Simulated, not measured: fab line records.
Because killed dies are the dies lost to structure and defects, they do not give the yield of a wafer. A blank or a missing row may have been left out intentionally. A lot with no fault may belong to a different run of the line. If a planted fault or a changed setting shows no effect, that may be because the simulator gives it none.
Comparing a struck lot with a sound one ; flow sky130 ; 15 out of 708 route steps
Sound: these wafers, L287.2, L287.4, L287.6. Struck: wafers L276.4, L276.5, L276.6. At the end, the cause is stated.
At each step with rows: each side's tool, then ch and its chambers, then its first start. Under that, the readings that differ: sound wafers ; struck wafers ; difference of the means ; sigmas: that difference in standard deviations of wafers without a fault.
alike: readings whose means differ by less than 2 such deviations, and words and numbers that are the same on both sides. not compared: withheld readings, readings that some wafer has no value for, bounds like >300 that may hide the same value, and numbers for which the record gives no deviation and whose values overlap.
Wherever a step has rows on one side only, a row that says differs or no value, or a row with sigmas, the two part there. Numbers that have no deviation but don't overlap get no sigmas and don't part them. Lack of a reading on every wafer of one side parts them only where that side has two or more wafers.

first, 7 steps without rows for these wafers: SKY_FIELD_ISO_HMDS_06 (prime time 60 s); SKY_FIELD_ISO_COAT_07 (resist thk 60 nm); SKY_FIELD_ISO_COAT_08 (resist thk 450 nm); SKY_FIELD_ISO_SOFTBAKE_09 (time 90 s); SKY_FIELD_ISO_EXPOSE_10 (exposes mask FOM, target cd 150 nm); SKY_FIELD_ISO_PEB_11; SKY_FIELD_ISO_DEVELOP_12 (develop time 60 s).
SKY_FIELD_ISO_CD_MEAS_13 targets a cd of 150 nm.
  sound on cd sem-02, day 6 08:59; struck on cd sem-01, day 3 22:08
  alike: cd nm
SKY_FIELD_ISO_ETCH_14: etches BARC in N2/H2, stops on SiO2, time 45.9 s, target depth 60 nm.
  sound on rie diel-03 ch 0,1,3, day 6 09:05; struck on rie diel-03 ch 2,3, day 3 22:11
  alike: drypump motor current A, oes product au, run length s, throttle valve pct
  not compared: rf hours counter h
SKY_FIELD_ISO_ETCH_15: etches the open film in CHF3/O2, stops on Si, target depth 180 nm, time 72 s.
  sound on rie diel-03 ch 0,1,3, day 6 09:08; struck on rie diel-03 ch 2,3, day 3 22:14
  alike: drypump motor current A, oes product au, run length s, throttle valve pct
  not compared: rf hours counter h
SKY_FIELD_ISO_STRIP_16: strips in O2/N2.
  sound on plasma asher-04 ch 0,1, day 6 09:11; struck on plasma asher-03 ch 0,1, day 3 22:19
  alike: drypump motor current A, oes product au, strip time to endpoint s
  not compared: rf hours counter h
SKY_FIELD_ISO_ETCH_17: etches Si in HBr/Cl2/O2, target depth 342 nm, time 97.7 s.
  sound on rie si-02 ch 2,3, day 6 09:17; struck on rie si-01 ch 0,1, day 3 22:23
  alike: drypump motor current A, oes product au, run length s, throttle valve pct
  not compared: rf hours counter h
SKY_FIELD_ISO_WET_ETCH_18: etches Si3N4 in H3PO4, target depth 25 nm, time 286 s.
  sound on wet bench-02 ch 3, day 6 09:22; struck on wet bench-04 ch 3, day 3 22:28
reading;sound;struck;difference;sigmas
run length s (s);320 320 320;336 336 336;+16;+5
then, 2 steps without rows for these wafers: SKY_FIELD_ISO_CLEAN_19 (cleans in SC1/SC2, time 150 s); SKY_PAD_OPEN_PROBE_99.

== WHERE THEY PART ==
At SKY_FIELD_ISO_WET_ETCH_18 and nowhere else, as far as this record goes.

WHY: whatever the simulator had introduced
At SKY_FIELD_ISO_WET_ETCH_18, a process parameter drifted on wet bench-04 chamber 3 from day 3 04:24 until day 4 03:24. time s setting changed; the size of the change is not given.
